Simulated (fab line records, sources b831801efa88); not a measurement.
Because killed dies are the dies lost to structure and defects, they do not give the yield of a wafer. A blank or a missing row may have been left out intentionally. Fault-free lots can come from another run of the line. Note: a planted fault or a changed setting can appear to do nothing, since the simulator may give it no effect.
fab line records + flow sfq-line
record
- lots=13
- wafers=39
- last-day=87
route steps=325 shown I3@144
lots untouched by any fault: they come from a run of this same line in which no faults occurred
start-h: hours from the record's opening day to when the first of the lot's shown wafers began + wait-h: hours since the lot's step before + " identical to the entry in the row above + L1.1+2: a row that stands for several wafers + - no value present, or no start provided + * or withheld: withheld + < > ~ a bound
route shown NAME@n: a module of which the file shows steps, and the number in the route of the first + usual: mean and standard deviation over wafers with no fault + same: alike in all rows + chamber/n: place in a boat + sites: per-site readings + _std_site: their standard deviation + _edge_site: inner sites' mean taken away from outer sites' mean + radius-mm: for every site, how far away it sits from the centre of the wafer + mask NAME#n: copy n + behind: the most recent tool/chamber to have shaped the wafer + hold: why the lot went on hold/how many hours it stayed there/how the hold came to an end + device: names the non-switching transistor (n, p or np) + end of line: at the end of the route, the tests of the same wafers + a step without rows: its recipe alone + killed: not the wafer's yield, but the dies lost to structure and defects at the first sort + map: per-die view of a wafer (x killed, . not killed, _ where there is no die)
set.NAME: the run value of the setting; set.NAME@STEP: its run value at that earlier step + model.NAME: the simulator's own value behind a step, which no gauge read
route steps across a sampled set of lots; one table per step, one row per wafer
services: a tool's chamber out of use, with start hour (start-h, from the record's first day; less than 0 if before it), hours out, and reason
## steps
# step SFQ_TRILAYER_I3_VIA_BARC_OPEN_VIA_ETCH_121
# recipe
- mask-material=PR
- chemistry=O2
- target-depth-nm=125
- target=BARC
- source-w=500
- bias-w=80
- pressure-mtorr=30
- time-s=41.7
# usual
- drypump-motor-current-A=5.9/0.47
- oes-product-au=0.684/0.0048
- run-length-s=70.0/0.46
| lot.wafer | tool        | chamber | start-h | wait-h | drypump-motor-current-A | oes-product-au | rf-hours-counter-h | run-length-s |
|-----------|-------------|---------|---------|--------|-------------------------|----------------|--------------------|--------------|
| L704.2    | rie-diel-04 | 1       | 711.30  | 0.0    | 5.7                     | 0.680          | 6                  | 70.0         |
| L704.4    | "           | 2       | "       | "      | 6.2                     | 0.678          | 17                 | 69.5         |
| L704.6    | "           | 1       | "       | "      | 5.7                     | 0.681          | -                  | 70.0         |
| L706.1    | rie-diel-04 | 2       | 736.97  | 0.0    | 6.2                     | 0.674          | 17                 | 69.5         |
| L706.3    | "           | 3       | "       | "      | 6.3                     | 0.679          | 19                 | 70.2         |
| L706.4    | "           | 1       | "       | "      | 5.7                     | 0.680          | 7                  | 70.3         |
| L707.1    | rie-diel-04 | 3       | 800.57  | 0.0    | 6.3                     | 0.687          | 20                 | 70.8         |
| L707.2    | "           | 0       | "       | "      | 6.6                     | 0.673          | 12                 | 70.6         |
| L707.5    | "           | 3       | "       | "      | 6.3                     | 0.687          | -                  | 70.0         |
| L708.2    | rie-diel-03 | 0       | 802.97  | 0.0    | 5.7                     | 0.673          | 4                  | 69.4         |
| L708.5    | "           | 2       | "       | "      | 5.7                     | 0.682          | -                  | 70.3         |
| L708.6    | "           | 1       | "       | "      | 6.6                     | 0.684          | -                  | 69.5         |
| L709.3    | rie-diel-04 | 3       | 806.57  | 0.0    | 6.2                     | 0.693          | 21                 | 70.5         |
| L709.4    | "           | 0       | "       | "      | 6.5                     | 0.684          | 12                 | 70.3         |
| L709.6    | "           | 1       | "       | "      | 5.7                     | 0.688          | -                  | 69.9         |
| L710.1    | rie-diel-02 | 2       | 813.77  | 0.0    | 6.0                     | 0.687          | 31                 | 70.5         |
| L710.2    | "           | 1       | "       | "      | 5.5                     | 0.678          | 6                  | 69.7         |
| L710.3    | "           | 3       | "       | "      | 5.6                     | 0.684          | 5                  | 70.9         |
| L711.2    | rie-diel-04 | 3       | 896.80  | 0.0    | 6.2                     | 0.691          | 22                 | 70.2         |
| L711.4    | "           | 0       | "       | "      | 6.5                     | 0.690          | 13                 | 70.5         |
| L711.6    | "           | 3       | "       | "      | 6.2                     | 0.688          | -                  | 70.2         |
| L713.1    | rie-diel-02 | 1       | 902.01  | 0.0    | 5.4                     | 0.687          | 7                  | 70.0         |
| L713.3    | "           | 0       | "       | "      | 5.8                     | 0.691          | 2                  | 70.3         |
| L713.6    | "           | 1       | "       | "      | 5.4                     | 0.681          | -                  | 70.2         |
| L715.2    | rie-diel-02 | 0       | 906.81  | 0.0    | 5.8                     | 0.682          | 2                  | 70.1         |
| L715.3    | "           | 1       | "       | "      | 5.5                     | 0.679          | 8                  | 69.8         |
| L715.6    | "           | 2       | "       | "      | 6.0                     | 0.684          | -                  | 70.6         |
| L718.1    | rie-diel-04 | 1       | 913.93  | 0.0    | 5.7                     | 0.690          | 10                 | 70.0         |
| L718.3    | "           | 0       | "       | "      | 6.5                     | 0.687          | 14                 | 70.2         |
| L718.5    | "           | 1       | "       | "      | 5.7                     | 0.681          | -                  | 69.9         |
| L721.1    | rie-diel-03 | 1       | 921.18  | 0.0    | 6.6                     | 0.681          | 11                 | 69.4         |
| L721.3    | "           | 0       | "       | "      | 5.7                     | 0.688          | 6                  | 69.3         |
| L721.6    | "           | 2       | "       | "      | 5.7                     | 0.680          | -                  | 69.7         |
| L725.1    | rie-diel-03 | 3       | 932.33  | 0.0    | 4.8                     | 0.682          | 0                  | 70.4         |
| L725.3    | "           | 0       | "       | "      | 5.7                     | 0.686          | 6                  | 69.1         |
| L725.6    | "           | 0       | "       | "      | 5.7                     | 0.670          | -                  | 69.2         |
| L727.1    | rie-diel-04 | 3       | 939.13  | 0.0    | 6.3                     | 0.595          | 23                 | 87.2         |
| L727.2    | "           | 1       | "       | "      | 5.7                     | 0.693          | 10                 | 70.5         |
| L727.3    | "           | 2       | "       | "      | 6.2                     | 0.598          | 21                 | 86.9         |
## services
| tool        | chamber | start-h | hours | kind           |
|-------------|---------|---------|-------|----------------|
| rie-diel-03 | 0       | 730.55  | 4.3   | repair         |
| rie-diel-03 | -       | 758.82  | 2.8   | pm             |
| rie-diel-02 | 0       | 760.29  | -     | clean          |
| rie-diel-02 | 0       | 760.29  | 12.7  | scheduled-down |
| rie-diel-02 | 0       | 760.29  | 12.7  | vent-cycle     |
| rie-diel-04 | 1       | 792.31  | 9.4   | repair         |
| rie-diel-02 | -       | 803.77  | 1.0   | repair         |
| rie-diel-04 | 1       | 826.64  | 10.4  | repair         |
| rie-diel-02 | 0       | 837.34  | 4.5   | repair         |
| rie-diel-02 | 2       | 838.41  | 3.3   | repair         |
| rie-diel-04 | 0       | 851.63  | 6.1   | repair         |
| rie-diel-03 | 0       | 856.93  | 3.9   | repair         |
| rie-diel-02 | 2       | 886.48  | -     | clean          |
| rie-diel-02 | 2       | 886.48  | 16.4  | scheduled-down |
| rie-diel-02 | 2       | 886.48  | 16.4  | vent-cycle     |
| rie-diel-03 | -       | 909.11  | 0.3   | repair         |
| rie-diel-03 | 3       | 914.07  | -     | clean          |
| rie-diel-03 | 3       | 914.07  | 10.4  | scheduled-down |
| rie-diel-03 | 3       | 914.07  | 10.4  | vent-cycle     |
| rie-diel-02 | 3       | 915.61  | 9.3   | repair         |
| rie-diel-03 | 2       | 924.50  | -     | clean          |
| rie-diel-03 | 2       | 924.50  | 25.0  | scheduled-down |
| rie-diel-03 | 2       | 924.50  | 25.0  | vent-cycle     |
## key
first-sign
- step=SFQ_TRILAYER_I3_VIA_BARC_OPEN_VIA_ETCH_121
- reading=run-length-s
- direction=up
- sigmas=37
- usual=*
- struck=*
effect
- step=SFQ_TRILAYER_I3_VIA_BARC_OPEN_VIA_ETCH_121
- reading=oes-product-au
- direction=down
- sigmas=18
- usual=0.684
- struck=0.596
met-at SFQ_TRILAYER_I3_VIA_BARC_OPEN_VIA_ETCH_121
struck-lots L727
struck-wafers L727.1,L727.3
onset-between 913.93 939.13
fault
- kind=process-parameter-drift
- tool=rie-diel-04
- chamber=-
- onset-h=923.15
- steps=SFQ_TRILAYER_I3_VIA_BARC_OPEN_VIA_ETCH_121
- channel=time-s
- offset=*
- shape=step
- end-h=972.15
- scope=struck-wafers-only
- acts-in=*
- stated=*
